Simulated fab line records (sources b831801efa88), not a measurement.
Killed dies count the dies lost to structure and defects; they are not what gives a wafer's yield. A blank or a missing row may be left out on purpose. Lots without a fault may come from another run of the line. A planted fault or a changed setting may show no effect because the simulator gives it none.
8D (eight disciplines) problem report, filled in by code	flow sfq-line	the parts of the form that need people (team, actions taken, sign-off) are left out

== 1. WHAT IS WRONG ==
Mean M1_NB_RS at SFQ_M1_RS_MEAS_909: 0.736 ohm/sq over 6 wafers in 2 lots; fault-free wafers: 0.892 ohm/sq, standard deviation 0.012. Relative to the usual mean, that is a shift of -13 standard deviations.
The step: measures by four-point-probe.
First seen on wafer L802.1, day 15 16:41, on film-metro-01. At this step, 42 wafers from 14 lots have a number in the record. By rule, "out" or "out of limits" means more than 4 standard deviations away from the usual mean. The rest of the wafers with a number are treated as sound.

== 2. WHAT IT IS AND WHAT IT IS NOT ==
question	is	is not
which readings at this step	M1_NB_RS	-
which lots	L802, L803	L784, L786, L787, L788, L789, L790, L791, L792, L793, L796, L805, L806
which wafers of those lots	all that have a number	-
read on which gauges	film-metro-01, film-metro-02	film-metro-03
when	from day 15 16:41	up to then (30 sound wafers); but 6 sound wafers of L805, L806 came after

== 3. SUSPECTS, AND WHAT RULES EACH OUT ==
Counting: a tool at a process step up to the reading stays a suspect if it ran every lot that is out and no sound lot after the first of them.
- the gauge at SFQ_M1_RS_MEAS_909 is ruled out. 2 gauges (film-metro-01, film-metro-02) read the wafers that are out.
- pvd-sputter-06 at SFQ_TRILAYER_M1_DEP_SPUTTER_037 (material Nb, target thk 200 nm, time 133.3 s): kept. Every lot that is out went through it, starting with L802 (day 15 16:36), and after that it ran no sound lot; the last sound lot it ran before then is L796 (day 14 02:22). Out on those wafers are its own readings of cathode-dc-power-W.
After counting, what remains is pvd-sputter-06 at SFQ_TRILAYER_M1_DEP_SPUTTER_037.

== 4. THE CAUSE (what the simulator had put in) ==
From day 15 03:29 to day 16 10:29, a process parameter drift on pvd-sputter-06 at SFQ_TRILAYER_M1_DEP_SPUTTER_037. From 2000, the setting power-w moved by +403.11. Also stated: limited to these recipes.
Counting left only this tool.

== 5. SEQUENCE OF EFFECTS, ordered by route ==
Rows list readings where the struck wafers' mean (over those with a number) sits beyond 3 standard deviations from the usual. Only readings whose record carries a usual standard deviation are examined. hours: median over the lots of the time between each lot's start at the first step of this table that gives one and its start at this step. sigmas: the change, counted in usual standard deviations.
hours	step	reading	usual	on struck wafers	change	sigmas
0	SFQ_TRILAYER_M1_DEP_SPUTTER_037	cathode-dc-power-W	2000.0 W	2403.1	+403.1	+99 or more
0	SFQ_M1_RS_MEAS_909	M1_NB_RS	0.892 ohm/sq	0.736	-0.156	-13
66	SFQ_TRILAYER_M1_ETCH_METAL_ETCH_042	oes-product-au	0.893 a.u.	0.993	+0.100	+13
It contains these process steps:
- SFQ_TRILAYER_M1_DEP_SPUTTER_037: material Nb, target thk 200 nm, time 133.3 s.
- SFQ_TRILAYER_M1_ETCH_METAL_ETCH_042: etches Nb in Cl2/Ar, stops on SiO2, target depth 240 nm, time 120 s.
At these later measuring or inspecting steps, every struck wafer for which the step has a row has a number for every such reading, and none has moved that far: SFQ_M7_OVL_MEAS_945.

== 6. WHAT WOULD HAVE CAUGHT IT SOONER ==
13 hours passed between the start of the fault at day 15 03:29 and the first reading out of limits at a measuring or inspecting step in this record, taken at day 15 16:41.
At SFQ_TRILAYER_M1_DEP_SPUTTER_037, the tool's own readings (cathode-dc-power-W) were out on each struck wafer the step has a row for, so an alarm limit on them would have fired on the first such wafer.
L803, from the lots that are out (2), started SFQ_TRILAYER_M1_DEP_SPUTTER_037 on pvd-sputter-06 later than day 15 16:41. It would have been spared by a hold on the tool at that moment.
